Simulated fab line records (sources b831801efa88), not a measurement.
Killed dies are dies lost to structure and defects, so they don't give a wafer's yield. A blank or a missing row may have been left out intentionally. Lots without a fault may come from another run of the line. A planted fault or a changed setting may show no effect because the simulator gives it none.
fab line records    flow sky130
record: lots: 13  wafers: 39  last_day: 50
route steps=708 shown VT_ADJUST_HVTR@139 SONOS_TUNNEL@166 SONOS_ONO@182 GATE_OXIDE@203 PAD_OPEN@708
lots untouched by any fault: they come from a run of this same line in which no faults occurred
start_h: the number of hours between the record's first day and the start of the first shown wafer of the lot    wait_h: hours elapsed since this lot's preceding step    " as in the row above    L1.1+2: a single row standing in for several wafers    - no value, or no start given    * or withheld: withheld    < > ~ a bound
route shown NAME@n: NAME is a module with steps in the file, n the number in the route of the first one    usual: the fault-free wafers' mean and standard deviation    same: alike in all rows    chamber/n: place in a boat    sites: per-site readings    _std_site: standard deviation across them    _edge_site: mean of outer sites minus mean of inner sites    radius_mm: for every site, how far away it sits from the centre of the wafer    mask NAME#n: copy n    behind: the tool/chamber that last shaped the wafer    hold: why the lot went on hold/how many hours it stayed there/how the hold came to an end    device: names the non-switching transistor (n, p or np)    end of line: the same wafers' tests at the end of the route    step lacking rows: just its recipe    killed: dies that structure and defects cost at the first sort, which is not the same as the wafer's yield    map: a wafer's dies, x killed, . not, _ none there
set.NAME: the setting that was run; set.NAME@STEP: the one run at that earlier step    model.NAME: the simulator's own value behind a step, which no gauge read
route steps across a sampled set of lots; one table per step, one row per wafer
services: when a tool's chamber went out of use (start_h, in hours from the record's first day, below 0 if earlier), for how many hours, and the reason
== steps ==
step: SKY_VT_ADJUST_HVTR_OVL_MEAS_08
usual: VT_ADJUST_HVTR_OVL: 0.6/1.1
lot.wafer  tool        chamber  start_h  wait_h  VT_ADJUST_HVTR_OVL[nm]
L190.3     overlay-02  -        218.96   0.1     0.5
L190.4     "           -        "        "       0.2
L190.5     "           -        "        "       1.9
L191.1     overlay-01  -        225.32   0.1     1.0
L191.4     "           -        "        "       0.5
L191.5     "           -        "        "       -0.5
L192.4     overlay-01  -        234.82   0.1     0.7
L192.5     "           -        "        "       1.0
L192.6     "           -        "        "       0.5
L193.2     overlay-02  -        247.93   0.1     2.9
L193.4     "           -        "        "       0.5
L193.6     "           -        "        "       1.5
L194.1     overlay-01  -        250.92   0.1     -0.4
L194.5     "           -        "        "       -0.3
L194.6     "           -        "        "       0.4
L196.1     overlay-01  -        260.38   0.1     -1.8
L196.3     "           -        "        "       -1.3
L196.5     "           -        "        "       -1.2
L198.1     overlay-01  -        276.83   0.1     0.2
L198.3     "           -        "        "       1.0
L198.4     "           -        "        "       -0.5
L199.2     overlay-01  -        283.76   0.1     0.7
L199.3     "           -        "        "       0.5
L199.6     "           -        "        "       1.0
L203.3     overlay-01  -        313.56   0.1     1.4
L203.5     "           -        "        "       0.5
L203.6     "           -        "        "       1.1
L205.2     overlay-02  -        325.09   0.1     1.1
L205.3     "           -        "        "       1.5
L205.6     "           -        "        "       2.6
L207.1     overlay-01  -        340.78   0.1     0.0
L207.3     "           -        "        "       0.9
L207.5     "           -        "        "       1.4
L210.1     overlay-01  -        361.57   0.1     2.3
L210.2     "           -        "        "       0.7
L210.3     "           -        "        "       1.6
L211.4     overlay-02  -        371.64   0.1     2.9
L211.5     "           -        "        "       2.6
L211.6     "           -        "        "       1.2
step: SKY_SONOS_TUNNEL_TW_MEAS_12
usual: SONOS_TUNNEL_TW: 196.7/2.1
lot.wafer  tool           chamber  start_h  wait_h  SONOS_TUNNEL_TW
L190.3     film_metro-03  -        265.65   0.0     199.2
L190.4     "              -        "        "       198.5
L190.5     "              -        "        "       198.9
L191.1     film_metro-04  -        273.22   0.0     195.1
L191.4     "              -        "        "       195.4
L191.5     "              -        "        "       195.3
L192.4     film_metro-04  -        281.83   0.0     194.0
L192.5     "              -        "        "       195.0
L192.6     "              -        "        "       194.2
L193.2     film_metro-03  -        297.55   0.0     199.6
L193.4     "              -        "        "       199.8
L193.6     "              -        "        "       199.6
L194.1     film_metro-03  -        300.46   0.0     198.1
L194.5     "              -        "        "       198.5
L194.6     "              -        "        "       199.2
L196.1     film_metro-04  -        311.87   0.0     193.4
L196.3     "              -        "        "       193.5
L196.5     "              -        "        "       194.2
L198.1     film_metro-03  -        330.20   0.0     200.9
L198.3     "              -        "        "       199.8
L198.4     "              -        "        "       199.3
L199.2     film_metro-04  -        336.19   0.0     195.1
L199.3     "              -        "        "       195.1
L199.6     "              -        "        "       194.2
L203.3     film_metro-04  -        368.81   0.0     196.3
L203.5     "              -        "        "       195.6
L203.6     "              -        "        "       195.6
L205.2     film_metro-04  -        381.88   0.0     194.3
L205.3     "              -        "        "       194.8
L205.6     "              -        "        "       194.9
L207.1     film_metro-03  -        398.08   0.0     198.4
L207.3     "              -        "        "       199.2
L207.5     "              -        "        "       199.0
L210.1     film_metro-04  -        421.72   0.0     194.6
L210.2     "              -        "        "       195.4
L210.3     "              -        "        "       194.7
L211.4     film_metro-02  -        433.73   0.0     195.0
L211.5     "              -        "        "       194.9
L211.6     "              -        "        "       194.8
step: SKY_SONOS_ONO_OVL_MEAS_14
usual: SONOS_ONO_OVL: 0.5/1.3
lot.wafer  tool        chamber  start_h  wait_h  SONOS_ONO_OVL[nm]
L190.3     overlay-01  -        295.76   0.1     0.2
L190.4     "           -        "        "       -0.5
L190.5     "           -        "        "       0.6
L191.1     overlay-01  -        304.38   0.1     -1.4
L191.4     "           -        "        "       -1.7
L191.5     "           -        "        "       -1.0
L192.4     overlay-01  -        312.50   0.1     1.8
L192.5     "           -        "        "       0.7
L192.6     "           -        "        "       -0.1
L193.2     overlay-02  -        327.58   0.1     3.5
L193.4     "           -        "        "       1.5
L193.6     "           -        "        "       3.6
L194.1     overlay-01  -        333.93   0.1     -0.8
L194.5     "           -        "        "       -1.9
L194.6     "           -        "        "       0.4
L196.1     overlay-01  -        344.70   0.1     1.1
L196.3     "           -        "        "       0.8
L196.5     "           -        "        "       0.6
L198.1     overlay-02  -        366.90   0.1     0.4
L198.3     "           -        "        "       0.7
L198.4     "           -        "        "       0.8
L199.2     overlay-01  -        371.19   0.1     2.2
L199.3     "           -        "        "       0.8
L199.6     "           -        "        "       1.0
L203.3     overlay-02  -        402.14   0.1     1.0
L203.5     "           -        "        "       1.0
L203.6     "           -        "        "       0.7
L205.2     overlay-01  -        418.19   0.1     -0.1
L205.3     "           -        "        "       -1.0
L205.6     "           -        "        "       -0.4
L207.1     overlay-02  -        435.93   0.1     1.3
L207.3     "           -        "        "       0.4
L207.5     "           -        "        "       1.1
L210.1     overlay-02  -        458.53   0.1     -2.7
L210.2     "           -        "        "       -1.5
L210.3     "           -        "        "       -1.7
L211.4     overlay-02  -        469.30   0.1     -0.2
L211.5     "           -        "        "       -0.5
L211.6     "           -        "        "       0.3
step: SKY_GATE_OXIDE_OXIDATION_16
recipe: temp_c: 800  ambient: O2  idle_temp_c: 700  ramp_up_c_per_min: 10  ramp_down_c_per_min: 3  stabilise_s: 600  purge_s: 300  target_thk_a: 35.7  ox_time_s: 1915
usual: spike_tc_bottom_C: 820.1/2  spike_tc_centre_C: 799.1/0.91  spike_tc_lower_C: 798.9/1  spike_tc_top_C: 816.5/2.8  spike_tc_upper_C: 800.7/1.6  tube_center_temp_C: 800/0.067  tube_center_temp_C_max: 802.1/0.35  zone_power_bottom_pct: 24.0/0.34  zone_power_lower_pct: 17.05/0.2
same: purge_s: 300
lot.wafer  tool        chamber  start_h  wait_h  spike_tc_bottom_C  spike_tc_centre_C  spike_tc_lower_C  spike_tc_top_C  spike_tc_upper_C  tube_center_temp_C  tube_center_temp_C_max  zone_power_bottom_pct  zone_power_lower_pct
L190.3     furnace-02  0        324.51   0.0     818.8              798.4              797.9             813.6           801.2             799.97              802.0                   24.1                   16.57
L190.4     "           0        "        "       820.8              797.9              799.6             814.9           801.6             800.01              802.7                   23.9                   17.12
L190.5     "           0        "        "       820.3              799.6              798.1             813.7           800.2             800.06              803.1                   23.7                   17.11
L191.1     furnace-01  0        336.42   2.6     817.4              800.5              798.3             819.4           799.9             799.95              802.4                   24.3                   17.16
L191.4     "           0        "        "       819.1              796.5              797.4             820.2           800.0             799.99              802.3                   24.3                   17.06
L191.5     "           0        "        "       817.3              798.9              798.6             817.4           801.0             799.95              802.1                   24.1                   16.94
L192.4     furnace-01  0        343.71   1.1     818.1              800.2              799.2             819.8           799.4             799.98              802.1                   24.4                   17.27
L192.5     "           0        "        "       819.8              799.9              797.2             817.6           800.2             799.97              802.7                   24.1                   17.12
L192.6     "           0        "        "       816.7              799.1              799.1             817.6           798.6             800.04              802.3                   24.5                   17.40
L193.2     furnace-01  0        360.33   1.5     817.1              798.4              798.7             819.5           800.4             800.03              802.3                   24.2                   17.17
L193.4     "           0        "        "       818.5              798.0              797.4             821.0           798.7             799.97              802.2                   24.0                   17.22
L193.6     "           0        "        "       819.3              799.0              799.2             820.2           798.1             799.98              802.0                   24.2                   17.46
L194.1     furnace-01  0        366.63   0.3     818.2              799.1              797.9             819.9           799.4             800.07              802.6                   24.6                   17.15
L194.5     "           0        "        "       817.8              798.4              798.4             820.6           801.0             800.02              802.0                   24.1                   17.24
L194.6     "           0        "        "       818.7              799.9              798.3             817.8           798.6             800.03              801.7                   24.8                   17.26
L196.1     furnace-01  0        376.92   1.4     819.2              799.5              796.8             820.8           799.9             799.95              802.2                   24.0                   17.09
L196.3     "           0        "        "       818.4              798.3              798.7             820.8           799.9             799.99              802.6                   24.1                   16.96
L196.5     "           0        "        "       818.2              799.0              798.5             820.1           800.6             799.95              802.1                   23.9                   16.92
L198.1     furnace-01  0        400.51   1.2     838.2              819.0              818.8             838.6           817.9             820.45              822.5                   25.9                   18.30
L198.3     "           0        "        "       839.3              819.5              820.0             841.7           818.3             820.48              822.7                   25.9                   18.12
L198.4     "           0        "        "       837.9              817.6              818.3             839.0           818.3             820.49              822.6                   25.4                   18.21
L199.2     furnace-01  0        404.94   1.8     838.9              818.4              819.8             839.3           820.6             820.45              822.8                   25.9                   18.09
L199.3     "           0        "        "       837.5              819.4              819.1             838.0           821.3             820.27              822.0                   25.5                   18.07
L199.6     "           0        "        "       841.1              819.7              817.6             838.6           819.4             820.36              822.2                   25.7                   17.85
L203.3     furnace-02  0        437.78   0.1     821.1              799.9              800.5             812.6           803.9             799.98              802.1                   23.8                   17.18
L203.5     "           0        "        "       820.4              799.6              797.3             812.3           800.2             799.94              801.8                   24.0                   17.09
L203.6     "           0        "        "       821.9              801.5              798.5             813.7           803.7             799.98              801.8                   24.1                   17.09
L205.2     furnace-02  0        451.86   0.5     823.3              799.1              800.2             813.7           803.0             799.93              801.7                   23.8                   16.99
L205.3     "           0        "        "       823.0              797.3              800.0             814.9           801.8             799.99              802.1                   23.4                   17.13
L205.6     "           0        "        "       821.5              800.9              798.7             815.2           800.8             800.06              801.8                   23.7                   17.05
L207.1     furnace-02  0        471.04   0.8     821.4              799.4              798.7             814.0           802.6             799.97              801.9                   23.5                   16.92
L207.3     "           0        "        "       821.9              799.8              798.6             812.9           801.4             800.07              802.8                   23.8                   16.68
L207.5     "           0        "        "       822.5              797.7              798.4             812.0           801.7             800.03              802.8                   23.7                   17.03
L210.1     furnace-01  0        493.09   0.4     818.2              799.9              798.4             816.9           801.0             800.15              802.2                   24.0                   17.36
L210.2     "           0        "        "       817.1              798.9              798.8             820.2           800.7             799.95              801.9                   23.7                   17.43
L210.3     "           0        "        "       818.5              799.3              797.6             818.8           799.4             800.01              801.7                   24.5                   17.29
L211.4     furnace-02  0        503.31   0.0     819.7              798.8              798.8             815.1           802.7             800.04              802.2                   23.9                   16.92
L211.5     "           0        "        "       823.5              799.9              798.4             814.7           801.2             799.99              802.3                   23.8                   16.89
L211.6     "           0        "        "       821.1              799.4              800.5             811.7           802.7             799.92              802.5                   23.1                   16.98
step: SKY_PAD_OPEN_PROBE_99
usual: killed_at_M0_to_M3: 43/7.9  killed_at_M4_up: 2.9/1.8  killed_at_contacts: 24/5.5  killed_at_front_end: 15/4.2  killed_at_other: 0.2/0.46  killed_dies: 86/11  killed_open: 47/8.1  killed_short: 39/6.4
same: gross_dies: 492  killed_at_back_side: 0
lot.wafer  tool       chamber  start_h  wait_h  hold                      killed_at_M0_to_M3  killed_at_M4_up  killed_at_contacts  killed_at_front_end  killed_at_other  killed_dies  killed_open  killed_short
L190.3     prober-01  -        1092.94  0.2     -                         41                  3                35                  19                   0                98           51           47
L190.4     prober-01  -        1092.99  0.2     -                         48                  2                20                  21                   0                91           54           37
L190.5     prober-01  -        1093.04  0.2     -                         31                  3                31                  14                   0                79           41           38
L191.1     prober-02  -        1100.20  0.1     -                         48                  3                27                  19                   1                98           57           41
L191.4     prober-02  -        1100.35  0.2     -                         45                  3                19                  11                   0                78           42           36
L191.5     prober-02  -        1100.40  0.2     -                         50                  4                22                  18                   0                94           52           42
L192.4     prober-01  -        1111.31  0.2     -                         47                  1                19                  16                   1                84           47           37
L192.5     prober-01  -        1111.36  0.2     -                         34                  2                28                  22                   0                86           49           37
L192.6     prober-01  -        1111.41  0.2     -                         35                  4                37                  12                   1                89           47           42
L193.2     prober-02  -        1118.31  0.1     -                         39                  0                24                  11                   0                74           40           34
L193.4     prober-02  -        1118.41  0.2     -                         43                  0                26                  20                   1                90           49           41
L193.6     prober-02  -        1118.51  0.2     -                         47                  1                30                  24                   0                102          69           33
L194.1     prober-02  -        1123.65  0.1     -                         37                  2                25                  12                   0                76           33           43
L194.5     prober-02  -        1123.85  0.2     -                         50                  2                23                  11                   0                86           46           40
L194.6     prober-02  -        1123.90  0.2     -                         46                  2                34                  13                   2                97           52           45
L196.1     prober-01  -        1131.55  0.1     -                         41                  4                18                  16                   0                79           41           38
L196.3     prober-01  -        1131.65  0.2     -                         50                  1                27                  18                   0                96           47           49
L196.5     prober-01  -        1131.75  0.2     -                         32                  1                24                  15                   0                72           40           32
L198.1     prober-01  -        1149.33  0.1     await_dispo/1.6h/release  44                  2                26                  14                   0                86           51           35
L198.3     prober-01  -        1149.43  0.2     await_dispo/1.6h/release  37                  0                28                  12                   0                77           40           37
L198.4     prober-01  -        1149.48  0.2     await_dispo/1.6h/release  34                  0                20                  12                   0                66           28           38
L199.2     prober-02  -        1149.73  0.1     await_dispo/4.0h/release  45                  4                21                  13                   0                83           35           48
L199.3     prober-02  -        1149.78  0.2     await_dispo/4.0h/release  49                  4                17                  22                   0                92           55           37
L199.6     prober-02  -        1149.93  0.2     await_dispo/4.0h/release  32                  1                21                  15                   0                69           33           36
L203.3     prober-02  -        1168.98  0.2     -                         51                  3                27                  20                   0                101          58           43
L203.5     prober-02  -        1169.08  0.2     -                         48                  1                22                  16                   0                87           52           35
L203.6     prober-02  -        1169.13  0.2     -                         51                  1                14                  14                   0                80           45           35
L205.2     prober-02  -        1177.13  0.1     -                         37                  4                27                  19                   0                87           46           41
L205.3     prober-02  -        1177.18  0.2     -                         39                  3                27                  18                   0                87           47           40
L205.6     prober-02  -        1177.33  0.2     -                         50                  4                19                  14                   0                87           44           43
L207.1     prober-02  -        1185.08  0.1     -                         54                  2                25                  19                   0                100          46           54
L207.3     prober-02  -        1185.18  0.2     -                         34                  6                23                  23                   0                86           37           49
L207.5     prober-02  -        1185.28  0.2     -                         43                  1                21                  14                   0                79           44           35
L210.1     prober-01  -        1196.88  0.1     -                         44                  6                26                  19                   0                95           57           38
L210.2     prober-01  -        1196.93  0.1     -                         47                  2                23                  16                   0                88           45           43
L210.3     prober-01  -        1196.98  0.2     -                         47                  4                21                  18                   0                90           48           42
L211.4     prober-02  -        1200.81  0.2     -                         41                  2                22                  16                   1                82           38           44
L211.5     prober-02  -        1200.86  0.2     -                         41                  1                24                  10                   0                76           46           30
L211.6     prober-02  -        1200.91  0.2     -                         30                  4                23                  21                   0                78           40           38
killed by level:class
L190.3 VIA1:geometric_particle:open=18 CONTACT:geometric_particle:open=10 CONTACT:geometric_particle:short=9 POLY_GATE:geometric_particle:short=7 METAL1:geometric_particle:short=7 LOCAL_INTERCONNECT:geometric_particle:short=6 FIELD_ISO:geometric_particle:short=5 LI_CONTACT:geometric_particle:open=5
L190.4 VIA1:geometric_particle:open=15 CONTACT:geometric_particle:open=8 VIA2:geometric_particle:open=6 FIELD_ISO:geometric_particle:open=5 METAL1:geometric_particle:short=5 VIA3:geometric_particle:open=5 FIELD_ISO:geometric_particle:short=4 LI_CONTACT:geometric_particle:open=4
L190.5 CONTACT:geometric_particle:open=9 VIA3:geometric_particle:open=8 LI_CONTACT:geometric_particle:open=7 VIA1:geometric_particle:open=6 CONTACT:geometric_particle:short=5 POLY_GATE:geometric_particle:short=5 LI_CONTACT:geometric_particle:short=4 LOCAL_INTERCONNECT:geometric_particle:short=4
L191.1 VIA2:geometric_particle:open=14 VIA1:geometric_particle:open=12 CONTACT:geometric_particle:open=9 LI_CONTACT:geometric_particle:open=8 FIELD_ISO:geometric_particle:short=7 VIA1:geometric_particle:short=5 VIA3:geometric_particle:open=4 LI_CONTACT:geometric_particle:short=4
L191.4 VIA1:geometric_particle:open=18 CONTACT:geometric_particle:short=7 CONTACT:geometric_particle:open=7 METAL3:geometric_particle:short=7 METAL2:geometric_particle:short=6 METAL1:geometric_particle:short=4 VIA2:geometric_particle:open=4 FIELD_ISO:geometric_particle:open=3
L191.5 VIA2:geometric_particle:open=13 VIA1:geometric_particle:open=8 FIELD_ISO:geometric_particle:short=7 CONTACT:geometric_particle:open=7 VIA1:geometric_particle:short=6 FIELD_ISO:geometric_particle:open=5 CONTACT:geometric_particle:short=5 METAL1:geometric_particle:short=5
L192.4 VIA1:geometric_particle:open=13 CONTACT:geometric_particle:open=8 METAL2:geometric_particle:short=7 FIELD_ISO:geometric_particle:short=6 VIA2:geometric_particle:open=6 VIA1:geometric_particle:short=5 POLY_GATE:geometric_particle:open=4 LI_CONTACT:geometric_particle:open=4
L192.5 LI_CONTACT:geometric_particle:open=9 CONTACT:geometric_particle:open=9 FIELD_ISO:geometric_particle:open=7 VIA3:geometric_particle:open=6 METAL1:geometric_particle:short=6 METAL2:geometric_particle:short=6 FIELD_ISO:geometric_particle:short=5 POLY_GATE:geometric_particle:open=5
L192.6 CONTACT:geometric_particle:open=11 LI_CONTACT:geometric_particle:open=10 VIA1:geometric_particle:open=10 VIA1:geometric_particle:short=9 CONTACT:geometric_particle:short=8 LOCAL_INTERCONNECT:geometric_particle:short=5 FIELD_ISO:geometric_particle:open=4 VIA2:geometric_particle:open=4
L193.2 VIA1:geometric_particle:open=8 LI_CONTACT:geometric_particle:open=7 CONTACT:geometric_particle:open=6 VIA3:geometric_particle:open=6 LOCAL_INTERCONNECT:geometric_particle:short=5 METAL1:geometric_particle:short=5 VIA1:geometric_particle:short=4 METAL2:geometric_particle:short=4
L193.4 VIA1:geometric_particle:open=10 CONTACT:geometric_particle:open=8 LI_CONTACT:geometric_particle:open=8 METAL2:geometric_particle:short=8 POLY_GATE:geometric_particle:open=6 FIELD_ISO:geometric_particle:open=5 VIA1:geometric_particle:short=5 CONTACT:geometric_particle:short=5
L193.6 CONTACT:geometric_particle:open=15 VIA1:geometric_particle:open=12 POLY_GATE:geometric_particle:open=11 VIA1:geometric_particle:short=6 LI_CONTACT:geometric_particle:open=6 VIA2:geometric_particle:open=6 VIA3:geometric_particle:open=5 FIELD_ISO:geometric_particle:open=4
L194.1 METAL2:geometric_particle:short=8 CONTACT:geometric_particle:open=7 CONTACT:geometric_particle:short=7 VIA2:geometric_particle:open=7 LI_CONTACT:geometric_particle:open=6 FIELD_ISO:geometric_particle:short=5 POLY_GATE:geometric_particle:short=5 VIA3:geometric_particle:open=5
L194.5 VIA1:geometric_particle:open=12 CONTACT:geometric_particle:open=9 METAL1:geometric_particle:short=9 VIA3:geometric_particle:open=7 VIA2:geometric_particle:open=6 VIA3:geometric_particle:short=5 FIELD_ISO:geometric_particle:short=4 LI_CONTACT:geometric_particle:open=4
L194.6 CONTACT:geometric_particle:open=10 VIA1:geometric_particle:open=10 LI_CONTACT:geometric_particle:open=7 LOCAL_INTERCONNECT:geometric_particle:short=7 VIA3:geometric_particle:open=7 VIA2:geometric_particle:open=5 POLY_GATE:geometric_particle:short=5 VIA1:geometric_particle:short=5
L196.1 VIA1:geometric_particle:open=10 CONTACT:geometric_particle:open=7 METAL2:geometric_particle:short=5 VIA2:geometric_particle:open=5 LI_CONTACT:geometric_particle:open=5 METAL1:geometric_particle:short=5 VIA1:geometric_particle:short=5 FIELD_ISO:geometric_particle:open=4
L196.3 CONTACT:geometric_particle:open=12 VIA3:geometric_particle:short=9 METAL2:geometric_particle:short=8 LI_CONTACT:geometric_particle:open=7 VIA3:geometric_particle:open=7 VIA2:geometric_particle:open=6 POLY_GATE:geometric_particle:short=5 VIA1:geometric_particle:open=5
L196.5 CONTACT:geometric_particle:open=11 METAL2:geometric_particle:short=9 LI_CONTACT:geometric_particle:open=6 VIA2:geometric_particle:open=4 VIA1:geometric_particle:open=4 VIA3:geometric_particle:open=4 FIELD_ISO:geometric_particle:short=3 FIELD_ISO:geometric_particle:open=3
L198.1 CONTACT:geometric_particle:open=9 VIA1:geometric_particle:open=8 METAL2:geometric_particle:short=8 VIA1:geometric_particle:short=7 VIA3:geometric_particle:open=7 LI_CONTACT:geometric_particle:open=6 VIA2:geometric_particle:open=5 FIELD_ISO:geometric_particle:short=4
L198.3 LI_CONTACT:geometric_particle:open=8 VIA3:geometric_particle:open=8 CONTACT:geometric_particle:open=7 POLY_GATE:geometric_particle:short=6 CONTACT:geometric_particle:short=6 VIA1:geometric_particle:open=6 METAL2:geometric_particle:short=5 LI_CONTACT:geometric_particle:short=4
L198.4 CONTACT:geometric_particle:open=9 METAL2:geometric_particle:short=9 VIA3:geometric_particle:open=6 FIELD_ISO:geometric_particle:short=5 VIA1:geometric_particle:open=5 LOCAL_INTERCONNECT:geometric_particle:short=4 CONTACT:geometric_particle:short=4 METAL1:geometric_particle:short=4
L199.2 CONTACT:geometric_particle:open=7 VIA1:geometric_particle:open=7 METAL2:geometric_particle:short=7 VIA2:geometric_particle:open=7 LOCAL_INTERCONNECT:geometric_particle:short=6 VIA3:geometric_particle:short=5 FIELD_ISO:geometric_particle:short=4 FIELD_ISO:geometric_particle:open=4
L199.3 VIA1:geometric_particle:open=11 VIA3:geometric_particle:open=9 VIA2:geometric_particle:open=8 FIELD_ISO:geometric_particle:open=6 CONTACT:geometric_particle:open=6 FIELD_ISO:geometric_particle:short=5 VIA1:geometric_particle:short=5 LI_CONTACT:geometric_particle:open=4
L199.6 VIA1:geometric_particle:open=9 CONTACT:geometric_particle:open=8 CONTACT:geometric_particle:short=7 VIA1:geometric_particle:short=7 POLY_GATE:geometric_particle:short=5 METAL1:geometric_particle:short=4 VIA2:geometric_particle:open=4 FIELD_ISO:geometric_particle:open=3
L203.3 VIA1:geometric_particle:open=14 VIA2:geometric_particle:open=9 CONTACT:geometric_particle:open=8 LI_CONTACT:geometric_particle:open=8 FIELD_ISO:geometric_particle:short=7 VIA1:geometric_particle:short=7 VIA3:geometric_particle:open=6 FIELD_ISO:geometric_particle:open=5
L203.5 VIA1:geometric_particle:open=11 VIA2:geometric_particle:open=11 FIELD_ISO:geometric_particle:open=8 CONTACT:geometric_particle:open=7 METAL1:geometric_particle:short=7 CONTACT:geometric_particle:short=6 VIA3:geometric_particle:open=6 METAL2:geometric_particle:short=5
L203.6 VIA2:geometric_particle:open=12 VIA1:geometric_particle:open=11 METAL1:geometric_particle:short=7 LI_CONTACT:geometric_particle:open=6 CONTACT:geometric_particle:open=6 METAL2:geometric_particle:short=6 FIELD_ISO:geometric_particle:short=5 POLY_GATE:geometric_particle:short=3
L205.2 CONTACT:geometric_particle:open=11 VIA1:geometric_particle:open=9 VIA1:geometric_particle:short=8 POLY_GATE:geometric_particle:open=5 LI_CONTACT:geometric_particle:open=5 CONTACT:geometric_particle:short=5 METAL2:geometric_particle:short=5 VIA2:geometric_particle:open=5
L205.3 VIA1:geometric_particle:open=9 CONTACT:geometric_particle:open=9 VIA2:geometric_particle:open=7 LOCAL_INTERCONNECT:geometric_particle:short=7 VIA3:geometric_particle:open=6 LI_CONTACT:geometric_particle:open=5 VIA1:geometric_particle:short=5 POLY_GATE:geometric_particle:short=4
L205.6 VIA1:geometric_particle:open=13 METAL1:geometric_particle:short=8 VIA1:geometric_particle:short=8 LI_CONTACT:geometric_particle:open=6 CONTACT:geometric_particle:open=6 FIELD_ISO:geometric_particle:open=5 CONTACT:geometric_particle:short=5 FIELD_ISO:geometric_particle:short=4
L207.1 VIA1:geometric_particle:open=15 LOCAL_INTERCONNECT:geometric_particle:short=7 CONTACT:geometric_particle:open=7 METAL3:geometric_particle:short=7 FIELD_ISO:geometric_particle:open=6 VIA1:geometric_particle:short=6 CONTACT:geometric_particle:short=5 METAL2:geometric_particle:short=5
L207.3 POLY_GATE:geometric_particle:short=8 VIA1:geometric_particle:open=8 METAL2:geometric_particle:short=8 FIELD_ISO:geometric_particle:short=7 LI_CONTACT:geometric_particle:open=7 CONTACT:geometric_particle:open=7 VIA1:geometric_particle:short=4 METAL1:geometric_particle:short=4
L207.5 CONTACT:geometric_particle:open=9 METAL3:geometric_particle:short=7 METAL2:geometric_particle:short=7 FIELD_ISO:geometric_particle:open=6 VIA1:geometric_particle:short=6 VIA1:geometric_particle:open=6 VIA3:geometric_particle:open=6 LI_CONTACT:geometric_particle:open=4
L210.1 VIA1:geometric_particle:open=11 LI_CONTACT:geometric_particle:open=9 CONTACT:geometric_particle:open=9 VIA1:geometric_particle:short=6 METAL2:geometric_particle:short=6 VIA2:geometric_particle:open=6 CONTACT:geometric_particle:short=5 POLY_GATE:geometric_particle:short=5
L210.2 VIA1:geometric_particle:open=12 CONTACT:geometric_particle:open=8 VIA1:geometric_particle:short=7 LI_CONTACT:geometric_particle:open=5 METAL2:geometric_particle:short=5 FIELD_ISO:geometric_particle:short=4 VIA2:geometric_particle:open=4 POLY_GATE:geometric_particle:short=4
L210.3 CONTACT:geometric_particle:open=11 VIA2:geometric_particle:open=8 VIA3:geometric_particle:open=8 FIELD_ISO:geometric_particle:short=7 FIELD_ISO:geometric_particle:open=6 VIA1:geometric_particle:short=6 VIA2:geometric_particle:short=6 VIA1:geometric_particle:open=6
L211.4 VIA1:geometric_particle:open=10 CONTACT:geometric_particle:open=8 METAL1:geometric_particle:short=6 VIA1:geometric_particle:short=6 CONTACT:geometric_particle:short=5 FIELD_ISO:geometric_particle:open=4 FIELD_ISO:geometric_particle:short=4 LOCAL_INTERCONNECT:geometric_particle:short=4
L211.5 CONTACT:geometric_particle:open=11 VIA2:geometric_particle:open=7 VIA1:geometric_particle:open=7 VIA3:geometric_particle:open=6 VIA1:geometric_particle:short=5 LOCAL_INTERCONNECT:geometric_particle:short=5 FIELD_ISO:geometric_particle:open=4 POLY_GATE:geometric_particle:open=4
L211.6 CONTACT:geometric_particle:open=8 POLY_GATE:geometric_particle:short=7 FIELD_ISO:geometric_particle:open=6 LOCAL_INTERCONNECT:geometric_particle:short=6 VIA1:geometric_particle:open=6 LI_CONTACT:geometric_particle:open=5 METAL2:geometric_particle:short=5 METAL1:geometric_particle:short=4
== services ==
tool        chamber  start_h  hours  kind
furnace-02  -        326.05   8.2    pm
furnace-01  -        346.64   3.9    pm
furnace-02  -        388.97   4.1    pm
furnace-02  -        485.47   3.1    pm
== key ==
first_sign: step: SKY_GATE_OXIDE_OXIDATION_16  reading: tube_center_temp_C  direction: up  sigmas: 99+  usual: *  struck: *
effect: step: SKY_GATE_OXIDE_OXIDATION_16  reading: tube_center_temp_C_max  direction: up  sigmas: 59  usual: *  struck: *
effect: step: SKY_PAD_OPEN_PROBE_99  reading: hold  direction: added
met_at SKY_GATE_OXIDE_OXIDATION_16
struck_lots L198,L199
tester_left_out L198,L199
not_acting_at SKY_VT_ADJUST_HVTR_OVL_MEAS_08,SKY_SONOS_TUNNEL_TW_MEAS_12,SKY_SONOS_ONO_OVL_MEAS_14
onset_between 376.92 400.51
fault: kind: process_parameter_drift  tool: furnace-01  chamber: -  onset_h: 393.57  steps: SKY_GATE_OXIDE_OXIDATION_16  channel: temp_c  offset: *  shape: step  end_h: 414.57  acts_in: *  stated: *
tester_left_out: of these lots the tester's yield and bins aren't shown, on N5 and GAA mostly nor the transistor test; their killed dies are dies lost to structure and defects alone, not to doping, threshold or leakage, so they don't give the yield
